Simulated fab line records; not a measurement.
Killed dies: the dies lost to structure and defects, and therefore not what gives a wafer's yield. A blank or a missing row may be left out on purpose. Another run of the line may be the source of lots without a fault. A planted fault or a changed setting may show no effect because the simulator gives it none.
Comparing a struck lot with a sound one -- flow sky130 -- 16 steps out of a route of 708
Sound: these wafers, L727.1, L727.2, L727.3. Struck: wafers L736.1, L736.5, L736.6. The cause comes at the end.
Per side, at each step with rows, come the tool, then ch with its chambers, and then its first start. Under that, the readings that differ: sound wafers -- struck wafers -- difference of the means -- sigmas: that difference in standard deviations of wafers without a fault.
alike: words and numbers the same on both sides, and readings whose means are apart by under 2 such deviations; not compared: readings that were withheld, readings missing a value for some wafer, numbers with overlapping values and no deviation given by the record, and bounds like >300 which may hide the same value.
The two part at a step that has a row with sigmas, a row that says differs or no value, or rows on one side only. Numbers that have no deviation but don't overlap get no sigmas and don't part them. Lack of a reading on every wafer of one side parts them only where that side has two or more wafers.

first, 1 step without rows for these wafers: SKY_POLY_CUT_DEVELOP_07 (develop time 60 s).
SKY_POLY_CUT_CD_MEAS_08: the cd target is 270 nm.
  sound on cdSem-02, day 24 21:28; struck on cdSem-01, day 28 03:01
  alike: cdNm
SKY_POLY_CUT_OVL_MEAS_09:
  sound on overlay-02, day 24 21:35; struck on overlay-01, day 28 03:08
  alike: POLY_CUT_OVL
SKY_POLY_CUT_ETCH_10: etches BARC in N2/H2, stops on SiO2, time 45.9 s, target depth 60 nm.
  sound on rieDiel-01 ch 0,1,3, day 24 21:37; struck on rieDiel-04 ch 1,2,3, day 28 03:10
  alike: drypumpMotorCurrentA, oesProductAu, throttleValvePct
  not compared: rfHoursCounterH
SKY_POLY_CUT_ETCH_11: etches Si3N4 in CF4/CH2F2/Ar, stops on poly-Si, time 42.5 s, target depth 60 nm.
  sound on rieDiel-01 ch 0,1,3, day 24 21:40; struck on rieDiel-04 ch 1,2,3, day 28 03:13
  alike: drypumpMotorCurrentA, mfcArSccm, oesProductAu, throttleValvePct
  not compared: rfHoursCounterH
SKY_POLY_CUT_STRIP_12: strips in O2/N2.
  sound on plasmaAsher-04 ch 0,1, day 24 21:42; struck on plasmaAsher-02 ch 0,1, day 28 03:15
  alike: drypumpMotorCurrentA, o2FlowSccm, oesProductAu, stripTimeToEndpointS
  not compared: rfHoursCounterH
then, 6 steps without rows for these wafers: SKY_SD_P_DEHYDRATE_00 (time 60 s); SKY_SD_P_HMDS_01 (prime time 60 s); SKY_SD_P_COAT_02 (resist thk 1140 nm); SKY_SD_P_SOFTBAKE_03 (time 60 s); SKY_SD_P_EXPOSE_04 (exposes mask PSDM, target cd 380 nm); SKY_SD_P_PEB_05.
SKY_SD_P_DEVELOP_06: develop time 60 s.
  sound on lithoTrack-04 ch 0, day 26 02:37; struck on lithoTrack-04 ch 0, day 29 07:22
SKY_SD_P_CD_MEAS_07: the cd target is 380 nm.
  sound on cdSem-01, day 26 02:46; struck on cdSem-02, day 29 07:31
reading,sound,struck,difference,sigmas
cdNm (nm),381.0 380.3 379.6,365.7 366.6 366.6,-14.0,-6
SKY_SD_P_OVL_MEAS_08:
  sound on overlay-01, day 26 02:53; struck on overlay-02, day 29 07:38
reading,sound,struck,difference,sigmas
SD_P_OVL (nm),3.7 3.0 2.9,0.9 0.1 -0.5,-3.0,-3
following that, these wafers have no rows for 1 step: SKY_PAD_OPEN_PROBE_99.

## WHERE THEY PART
First at SKY_SD_P_CD_MEAS_07; last, within this record, at SKY_SD_P_OVL_MEAS_08.

WHY: the cause the simulator had injected
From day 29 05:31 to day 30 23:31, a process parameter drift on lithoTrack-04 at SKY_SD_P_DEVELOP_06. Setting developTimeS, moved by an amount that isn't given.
